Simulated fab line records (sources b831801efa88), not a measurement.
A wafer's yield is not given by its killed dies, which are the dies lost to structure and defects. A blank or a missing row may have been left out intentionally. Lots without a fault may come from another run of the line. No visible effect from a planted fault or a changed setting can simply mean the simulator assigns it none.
Which tool was responsible? ; flow sky130 ; Sampling: 6 lots, 18 wafers, 2 of 708 route steps

== WHAT THE GAUGES SHOWED, per wafer ==
SKY_POLY_CUT_CD_MEAS_08: target cd 270 nm.
lot;measured;on;cd nm (nm)
L513;day 24 09:36;cd sem-01;268.4 270.8 268.9
L515;day 25 08:24;cd sem-02;269.5 270.2 269.7
L518;day 26 18:55;cd sem-01;269.9 271.0 269.9
L522;day 27 21:55;cd sem-02;268.2 269.2 268.5
L531;day 31 00:28;cd sem-01;269.4 269.4 270.2
L534;day 32 14:55;cd sem-02;267.3 267.1 268.3

== TOOL THAT RAN EACH LOT (tool first, then ch and the chambers of the sampled wafers, then the start) ==
lot;SKY_SONOS_TUNNEL_CLEAN_13
L513;wet bench-02 ch 0, day 11 18:00
L515;wet bench-04 ch 3, day 12 09:05
L518;wet bench-02 ch 1, day 13 07:46
L522;wet bench-02 ch 1, day 14 19:06
L531;wet bench-03 ch 3, day 17 21:19
L534;wet bench-03 ch 1, day 19 15:29
- SKY_SONOS_TUNNEL_CLEAN_13: cleans in dHF, time 20 s.

== THE ANSWER, worked out from the rows above alone ==
Rule: the usual values come from the lots themselves. The widest of any qualifying gaps counts: lots, ordered by their means at a reading, are off when they make up no more than a third of the lots, leave a main group of 4 or more, and stand apart from it by 3 or more times the standard deviation of that group's means. The tables above print the reading to a certain number of digits; a main group whose means all agree to those digits is not used. Also off: a lot with no number at a reading for which 4 or more lots have one. Any other lot the step has rows for is counted as sound.
No lot is off at any reading shown: from this, nothing can be told.

== WHAT THE SIMULATOR PUT IN ==
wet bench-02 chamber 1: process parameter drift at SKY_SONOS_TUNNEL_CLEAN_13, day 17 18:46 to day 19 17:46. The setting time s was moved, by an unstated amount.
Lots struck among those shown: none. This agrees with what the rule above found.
